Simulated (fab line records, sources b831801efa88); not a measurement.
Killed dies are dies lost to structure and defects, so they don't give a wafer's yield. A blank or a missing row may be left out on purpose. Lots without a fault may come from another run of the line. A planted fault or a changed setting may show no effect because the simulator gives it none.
A struck lot beside a sound one | flow sky130 | 20 steps out of a route of 708
Sound: wafers L480.1, L480.2, L480.4. Struck: wafers L490.1, L490.3, L490.6. The cause comes at the end.
At each step with rows: each side's tool, then ch and its chambers, then its first start. Under that, the readings that differ: sound wafers | struck wafers | difference of the means | sigmas: that difference in standard deviations of wafers without a fault.
alike: readings whose means differ by less than 2 such deviations, and words and numbers that are the same on both sides. not compared: withheld readings, readings that some wafer has no value for, bounds like >300 that may hide the same value, and numbers for which the record gives no deviation and whose values overlap.
The two part at a step that has a row with sigmas, a row that says differs or no value, or rows on one side only. Numbers that don't overlap but have no deviation are shown without sigmas and don't part them. A reading that every wafer of one side lacks parts them only if that side has two wafers or more.

first, 6 steps without rows for these wafers: SKY_VT_ADJUST_PCH_HMDS_01 (prime time 60 s); SKY_VT_ADJUST_PCH_COAT_02 (resist thk 3000 nm); SKY_VT_ADJUST_PCH_SOFTBAKE_03; SKY_VT_ADJUST_PCH_EXPOSE_04 (exposes mask NWM, target cd 840 nm); SKY_VT_ADJUST_PCH_PEB_05; SKY_VT_ADJUST_PCH_DEVELOP_06 (develop time 60 s).
SKY_VT_ADJUST_PCH_OVL_MEAS_07:
  sound on overlay-02, day 12 19:23; struck on overlay-01, day 16 06:32
  alike: VT_ADJUST_PCH_OVL
then, 1 step without rows for these wafers: SKY_VT_ADJUST_PCH_IMPLANT_08.
SKY_VT_ADJUST_PCH_STRIP_09: strips in O2/N2.
  sound on plasma_asher-02 ch 0,1, day 12 19:34; struck on plasma_asher-01 ch 0,1, day 16 06:43
  alike: drypump_motor_current_A, oes_product_au, strip_time_to_endpoint_s
  not compared: rf_hours_counter_h
SKY_VT_ADJUST_PCH_TW_MEAS_10:
  sound on film_metro-04, day 12 19:40; struck on film_metro-01, day 16 06:49
  reading          | sound             | struck            | difference | sigmas
  VT_ADJUST_PCH_TW | 142.2 142.6 142.1 | 143.8 144.0 144.6 | +1.8       | +2
then, 2 steps without rows for these wafers: SKY_SONOS_TUNNEL_DEHYDRATE_00 (time 60 s); SKY_SONOS_TUNNEL_HMDS_01 (prime time 60 s).
SKY_SONOS_TUNNEL_COAT_02: resist thk 1140 nm.
  sound on litho_track-04 ch 0, day 13 07:52; struck on litho_track-04 ch 0, day 16 21:13
  reading                                           | sound          | struck            | difference | sigmas
  model.NOVOLAK_of_SONOS_TUNNEL_COAT_02.thk_nm (nm) | 1143 1136 1138 | 827.4 826.9 826.3 | -312.1     |
then, 3 steps without rows for these wafers: SKY_SONOS_TUNNEL_SOFTBAKE_03 (time 60 s); SKY_SONOS_TUNNEL_EXPOSE_04 (exposes mask TUNM, target cd 410 nm); SKY_SONOS_TUNNEL_PEB_05.
SKY_SONOS_TUNNEL_DEVELOP_06: develop time 62.84 s.
  sound on litho_track-01 ch 0, day 13 20:32; struck on litho_track-02 ch 0, day 17 11:58
  reading                                           | sound             | struck            | difference | sigmas
  model.NOVOLAK_of_SONOS_TUNNEL_COAT_02.thk_nm (nm) | 1142 1135 1138    | 827 826.5 825.8   | -312       |
  model.SONOS_TUNNEL.cd_nm (nm)                     | 408.4 409.6 410.3 | 444.7 444.6 446.2 | +35.7      |
SKY_SONOS_TUNNEL_CD_MEAS_07: target cd 410 nm.
  sound on cd_sem-01, day 13 20:41; struck on cd_sem-01, day 17 12:07
  reading    | sound             | struck            | difference | sigmas
  cd_nm (nm) | 409.0 409.8 410.0 | 444.7 444.9 446.5 | +35.8      | +14
SKY_SONOS_TUNNEL_OVL_MEAS_08:
  sound on overlay-01, day 13 20:48; struck on overlay-01, day 17 12:14
  alike: SONOS_TUNNEL_OVL
-- the record jumps here: 33 days lie between the struck wafers' starts before and after (it left off in module SONOS_TUNNEL and takes up again in module PAD_OPEN, whose first step shown is number 708 of the route) --
SKY_PAD_OPEN_PROBE_99:
  the record has rows for the struck wafers here (prober-01, day 50 05:26) and none for the sound ones

WHERE THEY PART
First at SKY_VT_ADJUST_PCH_TW_MEAS_10; last, within this record, at SKY_PAD_OPEN_PROBE_99.

WHY: what the simulator had put in
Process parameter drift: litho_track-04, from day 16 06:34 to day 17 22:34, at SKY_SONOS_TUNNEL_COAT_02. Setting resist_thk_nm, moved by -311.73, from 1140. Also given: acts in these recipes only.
